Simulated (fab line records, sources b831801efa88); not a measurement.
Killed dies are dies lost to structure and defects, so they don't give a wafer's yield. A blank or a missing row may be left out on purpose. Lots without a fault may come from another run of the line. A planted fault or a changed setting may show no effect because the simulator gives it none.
A struck lot beside a sound one | flow sky130 | 14 steps out of a route of 708
Sound: wafers L421.1, L421.2, L421.4. Struck: wafers L437.2, L437.3, L437.4. The cause comes at the end.
At each step with rows: each side's tool, then ch and its chambers, then its first start. Under that, the readings that differ: sound wafers | struck wafers | difference of the means | sigmas: that difference in standard deviations of wafers without a fault.
alike: readings whose means differ by less than 2 such deviations, and words and numbers that are the same on both sides. not compared: withheld readings, readings that some wafer has no value for, bounds like >300 that may hide the same value, and numbers for which the record gives no deviation and whose values overlap.
The two part at a step that has a row with sigmas, a row that says differs or no value, or rows on one side only. Numbers that don't overlap but have no deviation are shown without sigmas and don't part them. A reading that every wafer of one side lacks parts them only if that side has two wafers or more.

first, 3 steps without rows for these wafers: SKY_VT_ADJUST_HVTR_EXPOSE_04 (exposes mask HVTRM, target cd 380 nm); SKY_VT_ADJUST_HVTR_PEB_05; SKY_VT_ADJUST_HVTR_DEVELOP_06 (develop time 59.11 s).
SKY_VT_ADJUST_HVTR_CD_MEAS_07: target cd 380 nm.
  sound on cd_sem-02, day 9 20:14; struck on cd_sem-02, day 14 20:56
  alike: cd_nm
SKY_VT_ADJUST_HVTR_OVL_MEAS_08:
  sound on overlay-02, day 9 20:21; struck on overlay-01, day 14 21:03
  alike: VT_ADJUST_HVTR_OVL
then, 1 step without rows for these wafers: SKY_VT_ADJUST_HVTR_IMPLANT_09.
SKY_VT_ADJUST_HVTR_STRIP_10: strips in O2/N2.
  sound on plasma_asher-02 ch 0,1, day 9 20:32; struck on plasma_asher-01 ch 0,1, day 14 21:14
  alike: drypump_motor_current_A, n2_flow_sccm, oes_product_au, strip_time_to_endpoint_s
  not compared: rf_hours_counter_h
SKY_VT_ADJUST_HVTR_TW_MEAS_11:
  sound on film_metro-04, day 9 20:38; struck on film_metro-02, day 14 21:20
  alike: VT_ADJUST_HVTR_TW
then, 4 steps without rows for these wafers: SKY_VT_ADJUST_PCH_DEHYDRATE_00 (time 60 s); SKY_VT_ADJUST_PCH_HMDS_01 (prime time 60 s); SKY_VT_ADJUST_PCH_COAT_02 (resist thk 3000 nm); SKY_VT_ADJUST_PCH_SOFTBAKE_03.
SKY_VT_ADJUST_PCH_EXPOSE_04: exposes mask NWM, target cd 840 nm.
  sound on iline_stepper-01 ch 0, day 10 07:58; struck on iline_stepper-01, day 15 10:16
  no value came back on the struck wafers for exposure_dose_mJ_cm2, focus_offset_nm (nm); on the sound wafers exposure_dose_mJ_cm2 reads 254.88 255.28 254.86
  alike: mask
then, 1 step without rows for these wafers: SKY_VT_ADJUST_PCH_PEB_05.

WHERE THEY PART
Only at SKY_VT_ADJUST_PCH_EXPOSE_04, within this record.

WHY: what the simulator had put in
Skipped step whole: iline_stepper-01, from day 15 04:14 on, at SKY_VT_ADJUST_PCH_EXPOSE_04. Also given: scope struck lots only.
